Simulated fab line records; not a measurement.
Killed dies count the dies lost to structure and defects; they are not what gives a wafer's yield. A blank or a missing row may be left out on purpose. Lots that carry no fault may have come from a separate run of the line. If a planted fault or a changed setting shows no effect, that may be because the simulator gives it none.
One fault through the eyes of 2 desks -- flow gf180mcu -- what lay behind the numbers comes last; until then each desk has only its own

AT THE METROLOGY DESK
Lot by lot, what the gauges showed, no matter which tool ran the lot: averages of those sampled wafers that carry a number. The brackets show how far a lot's mean lies from the usual mean; more than 4 standard deviations puts the lot out of limits, marked OUT.
Columns: A = cd-nm at GF_HV_LDD_CD_MEAS_19, usual 400.8 nm; B = cd-nm at GF_HV_LDD_CD_MEAS_31, usual 401.0 nm; C = cd-nm at GF_HV_LDD_CD_MEAS_46, usual 400.2 nm
lot,first seen here,A,B,C
L203,day 10 21:37,402.2,396.8,399.6
L204,day 11 13:28,402.4,401.2,400.5
L207,day 12 11:37,399.4,402.1,399.2
L208,day 12 17:44,399.3,401.0,400.7
L209,day 13 04:43,403.4,399.1,397.5
L210,day 13 20:04,403.4,400.9,400.8
L211,day 13 21:19,398.5,402.1,399.7
L215,day 14 22:58,402.2,397.3,407.7
L216,day 15 03:17,397.4,401.1,402.9
L217,day 15 11:31,401.2,400.2,406.8
L221,day 17 00:02,400.6,402.2,400.3
L222,day 17 05:04,399.6,397.5,400.4
L224,day 17 23:51,400.6,398.2,400.2
This desk's verdict: no lot among the 13 shows anything out of limits.

TOOL OWNER'S DESK, litho-track-03
The tool's own readings at GF_HV_LDD_DEVELOP_45 (develop time 60 s): means of the sampled wafers that have a number, for each lot that ran on this tool. The brackets show how far a lot's mean lies from the usual mean; more than 4 standard deviations puts the lot out of limits, marked OUT.
Columns: A = developer-temp-C at GF_HV_LDD_DEVELOP_45, usual 23.01 C; B = exhaust-pa at GF_HV_LDD_DEVELOP_45, usual 45.0 Pa
lot,first seen here,A,B
L203,day 12 12:26,22.95,43.7
L207,day 14 05:22,23.07,45.8
L210,day 15 18:01,23.07,46.0
L215,day 16 20:43,20.81 (-24) OUT,45.3
L217,day 17 09:41,20.78 (-24) OUT,45.7
This desk's finding: out of limits on L215, L217; first on L215, day 16 20:43 (developer-temp-C at GF_HV_LDD_DEVELOP_45). Within limits: L203, L207, L210.

PUT TOGETHER
On L215, L217, at day 16 20:43, an alarm was possible from the tool owner's desk.
Metrology desk: nothing out of limits seen.
The metrology desk holds a record of L215, L217, inside its limits.
The lots listed all ran GF_HV_LDD_DEVELOP_45 on litho-track-03.

WHAT WAS PUT IN BY THE SIMULATOR
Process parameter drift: litho-track-03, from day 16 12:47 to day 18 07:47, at GF_HV_LDD_DEVELOP_45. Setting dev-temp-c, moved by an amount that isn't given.
Lots struck among those shown: L215, L217.
Delay in hours, fault start to first out-of-limits reading, by desk: the tool owner's desk at 8.
